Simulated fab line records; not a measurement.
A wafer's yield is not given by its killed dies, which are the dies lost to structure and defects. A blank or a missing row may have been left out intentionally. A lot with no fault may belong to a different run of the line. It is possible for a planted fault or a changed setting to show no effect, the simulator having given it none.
Code-filled problem report in 8D (eight disciplines) form || flow sky130 || the parts of the form that need people (team, actions taken, sign-off) are left out

1. THE ISSUE
Mean of killed-at-contacts at SKY_PAD_OPEN_PROBE_99: 136 across 2 wafers in 2 lots; on wafers with no fault it is 24 (standard deviation 5.2). Relative to the usual mean, that is a shift of +22 standard deviations.
Earliest sighting: wafer L681.5 on prober-01 at day 50 06:54. At this step, 8 wafers from 3 lots have a number in the record. By rule, "out" or "out of limits" means more than 4 standard deviations away from the usual mean. All remaining wafers that have a number are taken as sound.

2. WHAT IT IS AND WHAT IT IS NOT
{"question": "which readings at this step", "is": "killed-at-contacts, killed-dies, killed-on-rim", "is not": "killed_at_M0_to_M3, killed_at_M4_up, killed-at-front-end, killed-at-other, killed-open, killed-short"}
{"question": "which lots", "is": "L681, L682", "is not": "L674"}
{"question": "which wafers of those lots", "is": "L681.5, L682.3", "is not": "L681.3, L681.6, L682.4, L682.5"}
{"question": "read on which tools", "is": "prober-01, prober-02", "is not": "-"}
{"question": "when", "is": "from day 50 06:54", "is not": "up to then (3 sound wafers); but 3 sound wafers of L681, L682 came after"}

3. THE SUSPECTS, EACH WITH WHAT RULES IT OUT
Counting: a tool at a process step up to the reading stays a suspect if it ran every lot that is out. Sound lots after the first of them don't rule it out here, since some wafers of a struck lot are sound.
- cmp-01 at SKY_CONTACT_CMP_04 (polishes SiO2): kept. Every lot that is out went through it, the first being L681 (day 36 19:14); the last sound lot it ran before that was L674 (day 33 18:53).
- pecvd-04 at SKY_PASSIVATION_CVD_00 (deposits SiO2, target thk 90 nm): kept. It ran every lot that is out, first L681 (day 48 17:41).
- At SKY_CONTACT_CMP_04, inside cmp-01: chamber 2 took the wafers that are out, while their sound lot-mates went through chambers 0, 1, 3.
Left after counting: cmp-01 at SKY_CONTACT_CMP_04, pecvd-04 at SKY_PASSIVATION_CVD_00.

4. THE CAUSE (what the simulator had put in)
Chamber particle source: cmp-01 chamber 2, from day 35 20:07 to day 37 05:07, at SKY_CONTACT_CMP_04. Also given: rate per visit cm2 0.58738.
2 suspects survive the count, and this tool is in that group.

5. THE CHAIN OF EFFECTS, in route order
Rows list readings where the struck wafers' mean (over those with a number) sits beyond 3 standard deviations from the usual. Scope: only readings with a usual standard deviation given in the record; hours: median across lots of the time from each lot's start at the first step in this table that gives one to its start at this step; sigmas: change in usual standard deviations.
{"hours": 0, "step": "SKY_PAD_OPEN_PROBE_99", "reading": "killed-at-contacts", "usual": 24, "on struck wafers": 136, "change": "+112", "sigmas": "+22"}
{"hours": 0, "step": "SKY_PAD_OPEN_PROBE_99", "reading": "killed-dies", "usual": 87, "on struck wafers": 192, "change": "+105", "sigmas": "+10"}
{"hours": 0, "step": "SKY_PAD_OPEN_PROBE_99", "reading": "killed-on-rim", "usual": 17, "on struck wafers": 40, "change": "+23", "sigmas": "+6.1"}
Its process steps:
- SKY_PAD_OPEN_PROBE_99

6. WHAT WOULD HAVE CAUGHT IT SOONER
In this record no reading fell out of limits until day 50 06:54, 347 hours after the fault had begun at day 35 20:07.
Of the tool readings at SKY_CONTACT_CMP_04 for which the record gives a usual standard deviation, none was out on any struck wafer, so an alarm limit of 4 standard deviations on them would not have fired.
Lots out: 2; all had begun SKY_CONTACT_CMP_04 on cmp-01 by day 50 06:54. Holding the tool at that point would not have protected any of them.
